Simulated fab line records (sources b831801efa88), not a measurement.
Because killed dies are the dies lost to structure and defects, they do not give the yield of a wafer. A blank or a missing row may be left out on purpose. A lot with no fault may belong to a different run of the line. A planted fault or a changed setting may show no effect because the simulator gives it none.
What tool caused it? ; flow gf180mcu ; 14 lots with 42 wafers sampled at 4 steps, on a route of 602 steps

== WHAT THE GAUGES READ, wafer by wafer ==
GF_M1_RS_MEAS_05: measures by four-point-probe.
lot;measured;on;M1_ALCU_RS (ohm/sq)
L249;day 16 13:20;filmMetro-01;0.0681 0.0682 0.0692
L248;day 16 17:50;filmMetro-02;0.0698 0.0708 0.0697
L251;day 17 09:59;filmMetro-04;0.0676 0.0692 0.0690
L252;day 17 11:34;filmMetro-02;0.0707 0.0697 0.0699
L253;day 17 23:17;filmMetro-01;0.0693 0.0695 0.0689
L255;day 18 15:42;filmMetro-02;0.0684 0.0685 0.0680
L257;day 19 07:53;filmMetro-02;0.0695 0.0707 0.0694
L258;day 19 16:29;filmMetro-01;0.0697 0.0698 0.0708
L260;day 20 01:41;filmMetro-04;0.0689 0.0687 0.0685
L266;day 23 11:40;filmMetro-04;0.0679 0.0681 0.0680
L267;day 23 12:01;filmMetro-02;0.0695 0.0687 0.0690
L269;day 24 00:13;filmMetro-01;0.0690 0.0696 0.0696
L268;day 24 07:06;filmMetro-04;0.0694 0.0700 0.0700
L271;day 24 19:25;filmMetro-02;0.0694 0.0690 0.0692

GF_V4_RS_MEAS_24: measures by four-point-probe.
lot;measured;on;V4_W_RS (ohm/sq)
L249;day 24 15:37;filmMetro-03;0.3330 0.3316 0.3263
L248;day 24 21:12;filmMetro-03;0.3279 0.3281 0.3275
L251;day 25 12:53;filmMetro-01;0.3238 0.3276 0.3290
L252;day 25 14:09;filmMetro-01;0.3286 0.3275 0.3248
L253;day 26 00:44;filmMetro-02;0.3274 0.3256 0.3243
L255;day 26 17:31;filmMetro-03;0.3276 0.3299 0.3287
L257;day 27 08:13;filmMetro-02;0.3263 0.3316 0.3285
L258;day 27 14:32;filmMetro-01;0.3247 0.3245 0.3238
L260;day 28 00:14;filmMetro-02;0.3324 0.3277 0.3297
L266;day 30 19:56;filmMetro-02;0.3309 0.3223 0.3255
L267;day 30 19:10;filmMetro-03;0.3235 0.3218 0.3233
L269;day 31 04:05;filmMetro-01;0.3228 0.3239 0.3318
L268;day 31 10:20;filmMetro-03;0.3303 0.3298 0.3236
L271;day 31 20:04;filmMetro-03;0.3230 0.3218 0.3266

GF_V4_THK_MEAS_25: measures by xrf.
lot;measured;on;V4_W_THK (nm)
L249;day 24 15:43;filmMetro-03;341 342 349
L248;day 24 21:19;filmMetro-03;346 348 345
L251;day 25 13:00;filmMetro-01;350 347 345
L252;day 25 14:16;filmMetro-01;345 347 352
L253;day 26 00:50;filmMetro-02;341 343 341
L255;day 26 17:38;filmMetro-03;343 340 343
L257;day 27 08:19;filmMetro-02;344 337 340
L258;day 27 14:38;filmMetro-01;354 353 354
L260;day 28 00:21;filmMetro-02;338 345 341
L266;day 30 20:03;filmMetro-02;337 344 341
L267;day 30 19:17;filmMetro-03;348 351 348
L269;day 31 04:11;filmMetro-01;348 350 340
L268;day 31 10:26;filmMetro-03;347 347 352
L271;day 31 20:11;filmMetro-03;353 354 350

== WHAT TOOL EACH LOT RAN ON (gives the tool, then ch and the chambers of the sampled wafers, and finally the start) ==
lot;GF_V3_CMP_26
L249;cmp-02 ch 0,1,2, day 22 16:12
L248;cmp-02 ch 0,1,2, day 22 21:16
L251;cmp-01 ch 2,3, day 23 14:11
L252;cmp-02 ch 0,1,2, day 23 15:46
L253;cmp-01 ch 0,3, day 24 03:16
L255;cmp-01 ch 0,2,3, day 24 20:07
L257;cmp-01 ch 0,3, day 25 10:58
L258;cmp-01 ch 0,1, day 25 17:53
L260;cmp-01 ch 0,1,2, day 26 03:55
L266;cmp-02 ch 1,2, day 29 02:52
L267;cmp-01 ch 0,1,3, day 29 03:20
L269;cmp-02 ch 0,1,2, day 29 12:07
L268;cmp-02 ch 2,3, day 29 18:50
L271;cmp-02 ch 0,2,3, day 30 05:29
- GF_V3_CMP_26: polishes, stops on SiO2, t overpolish 15 s, target thk 0 nm.

== AS READ BY THE TOOLS THEMSELVES (means over the sampled wafers that have a number; for cases with no such wafer, the mark the record gives instead) ==
GF_V3_CMP_26.
lot;tool;motorCurrentA (A);overpolishRunS (s);timeToEndpointS (s)
L249;cmp-02;10.4;14.997;81
L248;cmp-02;10.8;14.998;84
L251;cmp-01;9.6;15.003;79
L252;cmp-02;10.6;15.009;83
L253;cmp-01;10.9;14.995;79
L255;cmp-01;10.3;15.003;76
L257;cmp-01;10.6;14.996;65
L258;cmp-01;11.1;14.998;66
L260;cmp-01;10.7;14.999;54
L266;cmp-02;10.5;14.999;84
L267;cmp-01;10.5;15.011;81
L269;cmp-02;10.3;15.003;85
L268;cmp-02;10.4;15.003;80
L271;cmp-02;10.1;15.000;83

== THE ANSWER, worked out from the rows above alone ==
Rule: usual is defined by the lots themselves. The widest of any qualifying gaps counts: lots, ordered by their means at a reading, are off when they make up no more than a third of the lots, leave a main group of 4 or more, and stand apart from it by 3 or more times the standard deviation of that group's means. A main group is skipped when, at the precision printed for the reading in the tables above, its means are all equal. A lot without any number at a reading at which 4 lots or more have one is off too. Where the step has rows for the other lots, those lots are counted as sound. Order of review: gauges by route order, followed by the tools' own readings, for which a lot's mean as printed above is used. At the first step where some lot is off, the reading lying furthest off is the one used; lots without a number count as furthest.
Off: L257, L258, L260, at GF_V3_CMP_26 (timeToEndpointS). Main group: mean 81 s, sd 2.6.
If a tool, at that step or one of the process steps before it, ran each lot that is off and ran no sound lot following the first of them, it fits. Not one of the candidates tried fits.

== WHAT THE SIMULATOR PUT IN ==
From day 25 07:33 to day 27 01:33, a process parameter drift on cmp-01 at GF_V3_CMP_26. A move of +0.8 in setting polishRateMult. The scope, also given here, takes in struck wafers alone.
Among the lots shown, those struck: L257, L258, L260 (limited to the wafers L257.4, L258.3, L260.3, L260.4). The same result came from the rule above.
